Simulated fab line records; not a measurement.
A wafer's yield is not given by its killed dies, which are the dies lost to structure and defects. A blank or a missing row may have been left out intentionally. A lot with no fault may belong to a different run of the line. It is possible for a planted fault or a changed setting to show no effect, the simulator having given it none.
fab line records	flow sky130
record lots=7	wafers=21	last-day=50
route steps=708 shown RES_XHIGH@332 SD_N@342
lots with no fault: from the same line, run without faults
start-h: hours from the record's first day to the start of the lot's first wafer shown	wait-h: hours elapsed since this lot's preceding step	" repeats the value in the row above	L1.1+2: a row that stands for several wafers	- value missing, or start not given	* or withheld: withheld	< > ~ a bound
route shown NAME@n: names a module that has steps shown in the file, with the first one's number in the route	usual: mean/standard deviation taken from wafers without a fault	same: alike in all rows	chamber/n: place in a boat	sites: the reading at each site	_std_site: standard deviation of those values	_edge_site: inner sites' mean taken away from outer sites' mean	radius-mm: for every site, how far away it sits from the centre of the wafer	mask NAME#n: copy n	behind: the most recent tool/chamber to have shaped the wafer	hold: reason for holding the lot/hours on hold/outcome of the hold	device: which transistor (n, p or np) failed to switch	end of line: the route-end tests of the same wafers	a step without rows: its recipe alone	killed: count of dies lost to structure and defects at first sort (not the wafer's yield)	map: per-die view of a wafer (x killed, . not killed, _ where there is no die)
set.NAME: the setting that was run; set.NAME@STEP: the one run at that earlier step	model.NAME: the simulator's own value behind a step, which no gauge read
lots seen at some steps along the route; tables by step, rows by wafer
services: a tool's chamber out of use, with start hour (start-h, from the record's first day; less than 0 if before it), hours out, and reason
## steps
# step SKY_RES_XHIGH_DEHYDRATE_00
# recipe temp-c=200	time-s=60
# step SKY_RES_XHIGH_HMDS_01
# recipe prime-time-s=60	prime-temp-c=120
# step SKY_RES_XHIGH_COAT_02
# recipe resist=NOVOLAK	spin-rpm=3000	resist-thk-nm=1140
# step SKY_RES_XHIGH_SOFTBAKE_03
# recipe temp-c=90	time-s=60	resist=NOVOLAK
# step SKY_RES_XHIGH_EXPOSE_04
# recipe mask-id=URPM	na=0.6	source-shape=conventional	sigma-outer=0.6	polarization=unpolarized	target-cd-nm=1270	dose-mj=140
# step SKY_RES_XHIGH_PEB_05
# recipe temp-c=withheld	time-s=*	resist=NOVOLAK
# step SKY_RES_XHIGH_DEVELOP_06
# recipe resist=NOVOLAK	developer=TMAH	develop-time-s=60	dev-temp-c=23
# step SKY_RES_XHIGH_IMPLANT_07
# recipe species=BF2	energy-kev=20	dose-cm2=3.6e+14	tilt-deg=0
# step SKY_RES_XHIGH_STRIP_08
# recipe chemistry=O2/N2	power-w=1400	pressure-mtorr=1500	platen-temp-c=withheld	o2-flow-sccm=3000	n2-flow-sccm=300	overash-fraction=0.5
# usual drypump-motor-current-A=5.8/0.46	oes-product-au=0.711/0.0042	strip-time-to-endpoint-s=14.26/0.037
lot.wafer	tool	chamber	start-h	wait-h	drypump-motor-current-A	oes-product-au	rf-hours-counter-h	strip-time-to-endpoint-s
L690.2	plasma-asher-04	0	619.36	0.1	5.5	0.716	50	14.22
L690.4	"	0	"	"	5.5	0.711	-	14.28
L690.6	"	0	"	"	5.5	0.711	-	14.24
L691.3	plasma-asher-02	0	622.46	0.1	6.2	0.709	-	14.31
L691.4	"	1	"	"	6.0	0.714	-	14.28
L691.6	"	1	"	"	6.0	0.707	-	14.30
L697.2	plasma-asher-02	0	695.07	0.1	6.2	0.717	85	14.28
L697.3	"	1	"	"	6.0	0.716	-	14.25
L697.4	"	0	"	"	6.1	0.707	-	14.24
L699.4	plasma-asher-01	0	697.26	0.1	5.0	0.716	-	14.28
L699.5	"	0	"	"	4.9	0.709	-	14.27
L699.6	"	1	"	"	6.4	0.711	-	14.30
L700.1	plasma-asher-04	1	701.06	0.1	5.4	0.707	58	14.25
L700.2	"	0	"	"	5.5	0.716	58	14.26
L700.5	"	1	"	"	5.4	0.710	-	14.27
L709.1	plasma-asher-02	0	768.97	0.1	6.2	0.707	92	14.22
L709.5	"	1	"	"	6.0	0.719	-	14.18
L709.6	"	0	"	"	6.2	0.713	-	14.25
L711.3	plasma-asher-04	1	781.55	0.1	5.4	0.709	-	14.29
L711.4	"	0	"	"	5.5	0.716	-	14.31
L711.5	"	0	"	"	5.5	0.717	-	14.34
# step SKY_RES_XHIGH_TW_MEAS_09
# usual RES_XHIGH_TW=1629/12
lot.wafer	tool	chamber	start-h	wait-h	RES_XHIGH_TW
L690.2	film-metro-02	-	619.47	0.1	1623
L690.4	"	-	"	"	1629
L690.6	"	-	"	"	1631
L691.3	film-metro-02	-	622.54	0.1	1630
L691.4	"	-	"	"	1628
L691.6	"	-	"	"	1633
L697.2	film-metro-02	-	695.18	0.1	1640
L697.3	"	-	"	"	1637
L697.4	"	-	"	"	1629
L699.4	film-metro-02	-	697.35	0.1	1651
L699.5	"	-	"	"	1639
L699.6	"	-	"	"	1641
L700.1	film-metro-04	-	701.16	0.1	1624
L700.2	"	-	"	"	1627
L700.5	"	-	"	"	1624
L709.1	film-metro-01	-	769.07	0.1	1635
L709.5	"	-	"	"	1639
L709.6	"	-	"	"	1642
L711.3	film-metro-02	-	781.63	0.1	1631
L711.4	"	-	"	"	1636
L711.5	"	-	"	"	1635
# step SKY_SD_N_DEHYDRATE_00
# recipe temp-c=200	time-s=60
# step SKY_SD_N_HMDS_01
# recipe prime-time-s=60	prime-temp-c=120
# step SKY_SD_N_COAT_02
# recipe resist=NOVOLAK	spin-rpm=3000	resist-thk-nm=1140
lot.wafer	tool	chamber	start-h	wait-h	model.NOVOLAK_of_SD_N_COAT_02.thk-nm
L690.2	litho-track-04	0	634.44	0.1	1141
L690.4+6	"	0	"	"	1139
L691.3	litho-track-03	0	636.92	0.1	1143
L691.4+6	"	0	"	"	1142
L697.2	litho-track-04	0	708.49	0.1	553.6
L697.3	"	0	"	"	555
L697.4	"	0	"	"	553.3
L699.4	litho-track-04	0	710.99	0.1	553.7
L699.5	"	0	"	"	553.6
L699.6	"	0	"	"	553
L700.1+2	litho-track-04	0	714.82	0.1	553.5
L700.5	"	0	"	"	554.5
L709.1	litho-track-02	0	781.66	0.1	1141
L709.5	"	0	"	"	1136
L709.6	"	0	"	"	1144
L711.3	litho-track-02	0	794.36	0.1	1134
L711.4	"	0	"	"	1138
L711.5	"	0	"	"	1132
# step SKY_SD_N_SOFTBAKE_03
# recipe temp-c=90	time-s=60	resist=NOVOLAK
# step SKY_SD_N_EXPOSE_04
# recipe mask-id=NSDM	na=0.6	source-shape=conventional	sigma-outer=0.6	polarization=unpolarized	target-cd-nm=380	dose-mj=141
# step SKY_SD_N_PEB_05
# recipe temp-c=withheld	time-s=*	resist=NOVOLAK
# step SKY_SD_N_DEVELOP_06
# recipe resist=NOVOLAK	developer=TMAH	develop-time-s=60	dev-temp-c=23
lot.wafer	tool	chamber	start-h	wait-h	model.NOVOLAK_of_SD_N_COAT_02.thk-nm
L690.2	litho-track-02	0	648.84	0.1	1141
L690.4	"	0	"	"	1138
L690.6	"	0	"	"	1139
L691.3+4+6	litho-track-04	0	650.72	0.1	1142
L697.2	litho-track-04	0	722.64	0.1	553.2
L697.3	"	0	"	"	554.5
L697.4	"	0	"	"	552.8
L699.4	litho-track-04	0	725.39	0.1	553.3
L699.5	"	0	"	"	553.2
L699.6	"	0	"	"	552.6
L700.1+2	litho-track-02	0	728.41	0.1	553.1
L700.5	"	0	"	"	554.1
L709.1	litho-track-03	0	794.77	0.1	1141
L709.5	"	0	"	"	1136
L709.6	"	0	"	"	1143
L711.3	litho-track-02	0	807.96	0.1	1134
L711.4	"	0	"	"	1137
L711.5	"	0	"	"	1132
# step SKY_SD_N_CD_MEAS_07
# recipe target-cd-nm=380
# usual cd-nm=380.4/2.5
lot.wafer	tool	chamber	start-h	wait-h	cd-nm
L690.2	cd-sem-01	-	648.98	0.1	383.0
L690.4	"	-	"	"	381.1
L690.6	"	-	"	"	381.9
L691.3	cd-sem-02	-	650.86	0.1	382.7
L691.4	"	-	"	"	383.7
L691.6	"	-	"	"	382.2
L697.2	cd-sem-01	-	722.79	0.1	460.8
L697.3	"	-	"	"	463.2
L697.4	"	-	"	"	461.0
L699.4	cd-sem-02	-	725.53	0.1	455.2
L699.5	"	-	"	"	455.1
L699.6	"	-	"	"	457.0
L700.1	cd-sem-02	-	728.56	0.1	457.6
L700.2	"	-	"	"	459.1
L700.5	"	-	"	"	454.5
L709.1	cd-sem-02	-	794.92	0.1	377.8
L709.5	"	-	"	"	379.3
L709.6	"	-	"	"	377.9
L711.3	cd-sem-02	-	808.10	0.1	379.8
L711.4	"	-	"	"	378.4
L711.5	"	-	"	"	378.9
# step SKY_SD_N_OVL_MEAS_08
# usual SD_N_OVL=0.8/1.4
lot.wafer	tool	chamber	start-h	wait-h	SD_N_OVL[nm]
L690.2	overlay-01	-	649.09	0.1	1.2
L690.4	"	-	"	"	-1.1
L690.6	"	-	"	"	0.3
L691.3	overlay-01	-	650.95	0.1	-1.6
L691.4	"	-	"	"	-1.4
L691.6	"	-	"	"	-2.0
L697.2	overlay-01	-	722.89	0.1	-0.3
L697.3	"	-	"	"	-0.9
L697.4	"	-	"	"	1.8
L699.4	overlay-02	-	725.60	0.1	1.9
L699.5	"	-	"	"	2.5
L699.6	"	-	"	"	1.9
L700.1	overlay-01	-	728.68	0.1	-1.1
L700.2	"	-	"	"	-1.3
L700.5	"	-	"	"	-0.6
L709.1	overlay-02	-	795.04	0.1	0.6
L709.5	"	-	"	"	0.9
L709.6	"	-	"	"	0.1
L711.3	overlay-01	-	808.20	0.1	1.2
L711.4	"	-	"	"	0.7
L711.5	"	-	"	"	1.7
# step SKY_SD_N_IMPLANT_09
# recipe species=As	energy-kev=50	dose-cm2=4e+15	tilt-deg=0
# step SKY_SD_N_IMPLANT_10
# recipe species=P	energy-kev=20	dose-cm2=1e+14	tilt-deg=0
# step SKY_SD_N_STRIP_11
# recipe chemistry=O2/N2	power-w=1400	pressure-mtorr=1500	platen-temp-c=withheld	o2-flow-sccm=3000	n2-flow-sccm=300	overash-fraction=0.5
# usual drypump-motor-current-A=6.1/0.4	oes-product-au=0.528/0.004	strip-time-to-endpoint-s=22.54/0.044
lot.wafer	tool	chamber	start-h	wait-h	drypump-motor-current-A	oes-product-au	rf-hours-counter-h	strip-time-to-endpoint-s
L690.2	plasma-asher-03	0	649.57	0.2	6.6	0.527	95	22.57
L690.4	"	1	"	"	6.3	0.525	-	22.55
L690.6	"	1	"	"	6.3	0.527	-	22.51
L691.3	plasma-asher-02	1	651.61	0.2	6.0	0.526	-	22.56
L691.4	"	0	"	"	6.2	0.524	-	22.59
L691.6	"	0	"	"	6.1	0.532	-	22.57
L697.2	plasma-asher-02	1	723.22	0.1	6.0	0.437	87	15.90
L697.3	"	1	"	"	6.0	0.449	-	15.89
L697.4	"	0	"	"	6.2	0.445	-	15.88
L699.4	plasma-asher-04	0	725.96	0.1	5.5	0.445	-	15.85
L699.5	"	0	"	"	5.5	0.441	-	15.84
L699.6	"	1	"	"	5.4	0.446	-	15.85
L700.1	plasma-asher-04	0	729.02	0.1	5.5	0.448	61	15.87
L700.2	"	1	"	"	5.4	0.441	61	15.87
L700.5	"	1	"	"	5.4	0.444	-	15.85
L709.1	plasma-asher-04	0	795.38	0.1	5.5	0.527	68	22.57
L709.5	"	0	"	"	5.5	0.530	-	22.53
L709.6	"	1	"	"	5.4	0.524	-	22.59
L711.3	plasma-asher-03	0	808.55	0.1	6.6	0.533	-	22.50
L711.4	"	1	"	"	6.3	0.524	-	22.55
L711.5	"	0	"	"	6.6	0.529	-	22.46
# step SKY_SD_N_TW_MEAS_12
# usual SD_N_TW=3950/38
lot.wafer	tool	chamber	start-h	wait-h	SD_N_TW
L690.2	film-metro-04	-	649.68	0.1	3973
L690.4	"	-	"	"	3967
L690.6	"	-	"	"	3978
L691.3	film-metro-04	-	651.69	0.1	3958
L691.4	"	-	"	"	3973
L691.6	"	-	"	"	3955
L697.2	film-metro-04	-	723.33	0.1	3862
L697.3	"	-	"	"	3842
L697.4	"	-	"	"	3856
L699.4	film-metro-02	-	726.05	0.1	3972
L699.5	"	-	"	"	3969
L699.6	"	-	"	"	3982
L700.1	film-metro-01	-	729.12	0.1	3934
L700.2	"	-	"	"	3937
L700.5	"	-	"	"	3922
L709.1	film-metro-02	-	795.48	0.1	3962
L709.5	"	-	"	"	3947
L709.6	"	-	"	"	3981
L711.3	film-metro-02	-	808.64	0.1	3982
L711.4	"	-	"	"	3985
L711.5	"	-	"	"	3982
## services
tool	chamber	start-h	hours	kind
plasma-asher-04	-	643.00	0.3	repair
plasma-asher-03	-	733.75	9.0	pm
plasma-asher-03	0	733.75	9.0	vent-cycle
plasma-asher-03	1	733.75	9.0	vent-cycle
plasma-asher-03	0	742.75	-	clean
plasma-asher-03	1	742.75	-	clean
plasma-asher-01	-	760.83	9.1	repair
plasma-asher-01	-	779.11	2.8	pm
## key
first-sign step=SKY_SD_N_CD_MEAS_07	reading=cd-nm	direction=up	sigmas=32	usual=380.4	struck=458.2
effect step=SKY_SD_N_STRIP_11	reading=strip-time-to-endpoint-s	direction=down	sigmas=99+	usual=*	struck=*
model-effect step=SKY_SD_N_COAT_02	value=NOVOLAK_of_SD_N_COAT_02.thk-nm	without=1139	struck=553.7
model-effect step=SKY_SD_N_DEVELOP_06	value=NOVOLAK_of_SD_N_COAT_02.thk-nm	without=1138	struck=553.3
met-at SKY_SD_N_COAT_02
struck-wafers L697.2,L697.3,L697.4,L699.4,L699.5,L699.6,L700.1,L700.2,L700.5
sort-left-out L697.2,L697.3,L697.4,L699.4,L699.5,L699.6,L700.1,L700.2,L700.5
tester-left-out L697,L699,L700
onset-between 634.44 708.49
fault kind=process-parameter-drift	tool=litho-track-04	chamber=-	onset-h=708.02	steps=SKY_SD_N_COAT_02	channel=resist-thk-nm	offset=-585.73	shape=step	end-h=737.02	acts-in=these-recipes-only	stated=1140
# tester-left-out: of these lots the tester's yield and bins aren't shown, on N5 and GAA mostly nor the transistor test; their killed dies are dies lost to structure and defects alone, not to doping, threshold or leakage, so they don't give the yield
# sort-left-out: the simulated sort isn't trusted on such a fault, so these wafers' sort isn't shown, and their yield isn't known
